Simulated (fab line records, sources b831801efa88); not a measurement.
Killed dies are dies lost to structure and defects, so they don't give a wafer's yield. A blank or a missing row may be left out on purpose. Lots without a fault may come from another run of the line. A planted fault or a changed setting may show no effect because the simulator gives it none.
Chamber matching | flow sky130 | SKY_LI_CONTACT_CMP_24 on cmp-01: 4 sister chambers
The step polishes, stops on PSG, t overpolish 20 s, target thk 0 nm. 30 wafers are shown with their chamber, then 12 later ones without.

WAFERS WITH THEIR CHAMBER
wafer  | chamber | motor_current_A (A) | time_to_endpoint_s (s) | overpolish_run_s (s)
L074.1 | 2       | 11.0                | 98                     | 20.006
L074.2 | 1       | 10.7                | 97                     | 20.003
L074.5 | 1       | 11.1                | 96                     | 19.988
L075.1 | 1       | 10.8                | 100                    | 19.993
L075.2 | 0       | 12.3                | 96                     | 19.994
L075.4 | 2       | 11.4                | 100                    | 20.002
L076.3 | 2       | 11.7                | 97                     | 19.988
L076.5 | 0       | 12.4                | 99                     | 19.997
L076.6 | 1       | 10.2                | 97                     | 20.003
L082.1 | 1       | 10.4                | 91                     | 19.995
L082.2 | 3       | 10.8                | 95                     | 19.990
L082.6 | 2       | 11.6                | 95                     | 20.001
L085.3 | 0       | 12.3                | 88                     | 19.987
L085.4 | 1       | 10.4                | 92                     | 19.990
L085.6 | 1       | 9.9                 | 87                     | 19.989
L085.1 | 3       | 11.5                | 95                     | 20.005
L085.2 | 2       | 11.2                | 96                     | 19.990
L085.5 | 0       | 11.8                | 90                     | 20.009
L089.2 | 2       | 11.3                | 96                     | 20.013
L089.3 | 1       | 10.4                | 96                     | 20.011
L089.4 | 0       | 12.7                | 91                     | 20.001
L089.1 | 3       | 11.1                | 99                     | 19.997
L089.5 | 0       | 12.6                | 94                     | 20.017
L089.6 | 1       | 10.5                | 96                     | 20.019
L091.1 | 1       | 10.3                | 90                     | 19.999
L091.3 | 0       | 12.8                | 92                     | 19.998
L091.4 | 2       | 11.2                | 95                     | 20.000
L092.1 | 1       | 10.5                | 98                     | 19.996
L092.4 | 0       | 12.4                | 94                     | 20.005
L092.5 | 1       | 10.0                | 93                     | 19.993

SIGNATURES (means of the wafers above)
reading            | chamber 0 | chamber 1 | chamber 2 | chamber 3 | scatter within a chamber
motor_current_A    | 12.412    | 10.433    | 11.343    | 11.133    | 0.309
time_to_endpoint_s | 93.00     | 94.42     | 96.71     | 96.33     | 3.25
overpolish_run_s   | 20.00100  | 19.99825  | 20.00000  | 19.99733  | 0.00907
Rule: a wafer's distance from a chamber is the root of the sum, over the readings, of the square of ((its reading less the chamber's mean) divided by the reading's scatter). The wafer belongs to the nearest chamber; if the next one is less than 2 further off, it can't be placed. The scatter: the root of (the sum of the squares of (reading less its chamber's mean) over the shown wafers, divided by (wafers less chambers)).

WAFERS WITHOUT THEIR CHAMBER
wafer  | motor_current_A (A) | time_to_endpoint_s (s) | overpolish_run_s (s)
L094.1 | 10.9                | 97                     | 20.007
L094.4 | 11.2                | 100                    | 19.995
L094.5 | 10.4                | 95                     | 19.995
L095.2 | 10.2                | 93                     | 19.997
L095.3 | 13.1                | 92                     | 20.011
L095.4 | 11.4                | 96                     | 19.996
L096.1 | 11.7                | 96                     | 19.992
L096.2 | 10.3                | 94                     | 19.992
L096.4 | 11.1                | 95                     | 19.991
L096.3 | 12.1                | 91                     | 20.009
L096.5 | 11.7                | 95                     | 20.008
L096.6 | 11.0                | 92                     | 20.013

WHICH CHAMBER EACH WENT THROUGH
wafer  | from the rows above          | in truth
L094.1 | can't be placed: 3 or 2 or 1 | 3
L094.4 | can't be placed: 3 or 2 or 1 | 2
L094.5 | 1                            | 1
L095.2 | 1                            | 1
L095.3 | 0                            | 0
L095.4 | can't be placed: 2 or 3      | 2
L096.1 | can't be placed: 2 or 3 or 0 | 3
L096.2 | 1                            | 1
L096.4 | can't be placed: 3 or 2 or 1 | 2
L096.3 | can't be placed: 0 or 2      | 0
L096.5 | can't be placed: 2 or 3 or 0 | 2
L096.6 | can't be placed: 3 or 2 or 1 | 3
Placed correctly: 4 of 12. Can't be placed from these rows: 8 (the true chamber is among the candidates in 8). Placed wrongly: 0.
